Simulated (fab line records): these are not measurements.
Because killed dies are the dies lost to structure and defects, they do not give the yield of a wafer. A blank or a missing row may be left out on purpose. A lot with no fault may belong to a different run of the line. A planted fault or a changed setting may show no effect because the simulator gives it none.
What tool caused it? || flow sky130 || route of 708 steps, sampled at 1 step: 14 lots, 42 wafers

WHAT THE GAUGES READ, wafer by wafer
SKY_VIA2_RS_MEAS_22: uses a four-point probe to measure. Usual: VIA2_W_RS typically reads 0.273 ohm/sq, with standard deviation 0.003.
{"lot": "L276", "measured": "day 36 03:09", "on": "film_metro-02", "VIA2_W_RS (ohm/sq)": "0.273 0.272 0.272", "flag": ""}
{"lot": "L278", "measured": "day 37 19:24", "on": "film_metro-01", "VIA2_W_RS (ohm/sq)": "0.277 0.274 0.272", "flag": ""}
{"lot": "L279", "measured": "day 37 20:05", "on": "film_metro-03", "VIA2_W_RS (ohm/sq)": "0.268 0.269 0.267", "flag": ""}
{"lot": "L282", "measured": "day 41 02:48", "on": "film_metro-01", "VIA2_W_RS (ohm/sq)": "0.271 0.276 0.268", "flag": ""}
{"lot": "L281", "measured": "day 41 02:58", "on": "film_metro-02", "VIA2_W_RS (ohm/sq)": "0.273 0.278 0.274", "flag": ""}
{"lot": "L288", "measured": "day 41 07:22", "on": "film_metro-03", "VIA2_W_RS (ohm/sq)": "0.273 0.272 0.269", "flag": ""}
{"lot": "L290", "measured": "day 41 09:02", "on": "film_metro-02", "VIA2_W_RS (ohm/sq)": "0.275 0.274 0.273", "flag": ""}
{"lot": "L289", "measured": "day 41 09:38", "on": "film_metro-02", "VIA2_W_RS (ohm/sq)": "0.274 0.269 0.270", "flag": ""}
{"lot": "L291", "measured": "day 41 11:00", "on": "film_metro-03", "VIA2_W_RS (ohm/sq)": "0.278 0.269 0.275", "flag": ""}
{"lot": "L292", "measured": "day 41 11:20", "on": "film_metro-03", "VIA2_W_RS (ohm/sq)": "0.277 0.276 0.275", "flag": ""}
{"lot": "L294", "measured": "day 41 12:59", "on": "film_metro-01", "VIA2_W_RS (ohm/sq)": "0.274 0.276 0.273", "flag": ""}
{"lot": "L295", "measured": "day 41 20:10", "on": "film_metro-01", "VIA2_W_RS (ohm/sq)": "0.276 0.277 0.274", "flag": ""}
{"lot": "L296", "measured": "day 41 23:03", "on": "film_metro-03", "VIA2_W_RS (ohm/sq)": "0.271 0.269 0.267", "flag": ""}
{"lot": "L297", "measured": "day 42 01:27", "on": "film_metro-02", "VIA2_W_RS (ohm/sq)": "0.265 0.274 0.269", "flag": ""}

TOOL THAT RAN EACH LOT (tool first, then ch and the chambers of the sampled wafers, then the start)
The record holds no process step before these readings.

WHAT THE TOOLS THEMSELVES READ (means of the sampled wafers that have a number; where no wafer has one, the mark that the record gives instead)
The record holds no such reading with a usual standard deviation.

THE ANSWER, worked out from the rows above alone
Rule: take the mean of a lot's wafers that have a number; if it is more than 3 standard deviations from the usual mean, the lot is off. A lot without any number at a reading at which 4 lots or more have one is off too. All remaining lots with rows at the step are treated as sound. After the gauges, taken in route order, come the tools' own readings; for these a lot's mean is taken, as printed above. The first step at which some lot is off is used, and at that step the reading that is off furthest; a lot without a number counts as furthest.
None of the lots is off at any reading shown; this tells nothing.

WHAT THE SIMULATOR HAD PUT IN
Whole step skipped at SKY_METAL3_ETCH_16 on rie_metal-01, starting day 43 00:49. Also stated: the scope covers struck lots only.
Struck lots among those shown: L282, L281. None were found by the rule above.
